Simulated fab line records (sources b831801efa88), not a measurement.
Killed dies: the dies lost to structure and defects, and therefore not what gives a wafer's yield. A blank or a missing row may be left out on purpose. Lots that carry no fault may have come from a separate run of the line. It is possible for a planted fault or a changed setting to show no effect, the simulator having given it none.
Which tool is to blame? -- flow gf180mcu -- Sampling: 6 lots, 18 wafers, 3 of 602 route steps

== WHAT THE GAUGES READ, wafer by wafer ==
GF_HV_LDD_THK_MEAS_55.
lot,measured,on,HV_LDD_CVD_54_THK (nm)
L376,day 13 02:44,film metro-04,9.91 9.90 10.05
L379,day 14 04:04,film metro-04,9.87 9.93 9.93
L382,day 14 20:43,film metro-04,13.67 14.48 13.66
L387,day 16 09:53,film metro-02,9.84 9.88 9.87
L393,day 18 11:13,film metro-02,10.04 10.05 10.03
L396,day 19 13:44,film metro-04,10.13 10.11 10.07

== WHICH TOOL RAN EACH LOT (tool, then ch and the chambers of the sampled wafers, then the start) ==
lot,GF_POLY_GATE_STRIP_14,GF_HV_LDD_CVD_54
L376,"plasma asher-04 ch 0,1, day 9 15:40","lpcvd-01 ch 0, day 13 01:43"
L379,"plasma asher-02 ch 0,1, day 10 16:42","lpcvd-01 ch 0, day 14 02:46"
L382,"plasma asher-03 ch 1, day 11 07:55","lpcvd-01 ch 1, day 14 19:41"
L387,"plasma asher-02 ch 0,1, day 12 18:17","lpcvd-02 ch 0, day 16 08:50"
L393,"plasma asher-03 ch 0,1, day 14 12:07","lpcvd-02 ch 1, day 18 10:11"
L396,"plasma asher-04 ch 0,1, day 15 13:53","lpcvd-01 ch 1, day 19 12:43"
- GF_POLY_GATE_STRIP_14: strips in O2/N2.
- GF_HV_LDD_CVD_54: deposits SiO2 from TEOS, target thk 10 nm, time 75 s.

== THE ANSWER, worked out from the rows above alone ==
Rule: the usual values come from the lots themselves. The widest of any qualifying gaps counts: lots, ordered by their means at a reading, are off when they make up no more than a third of the lots, leave a main group of 4 or more, and stand apart from it by 3 or more times the standard deviation of that group's means. A main group whose means are all the same, to the digits that the tables above print for the reading, isn't used. A lot without any number at a reading at which 4 lots or more have one is off too. Any other lot the step has rows for is counted as sound.
Off: L382, seen at GF_HV_LDD_THK_MEAS_55 (HV_LDD_CVD_54_THK). Mean 9.97 nm and standard deviation 0.087 in the main group.
If a tool, at a process step before that reading, ran all the lots that are off and no sound lot after the first of them, it fits. Those tools and the gauges at GF_HV_LDD_THK_MEAS_55 are tried in the same way. None of those tried fits.

== WHAT WAS PUT IN BY THE SIMULATOR ==
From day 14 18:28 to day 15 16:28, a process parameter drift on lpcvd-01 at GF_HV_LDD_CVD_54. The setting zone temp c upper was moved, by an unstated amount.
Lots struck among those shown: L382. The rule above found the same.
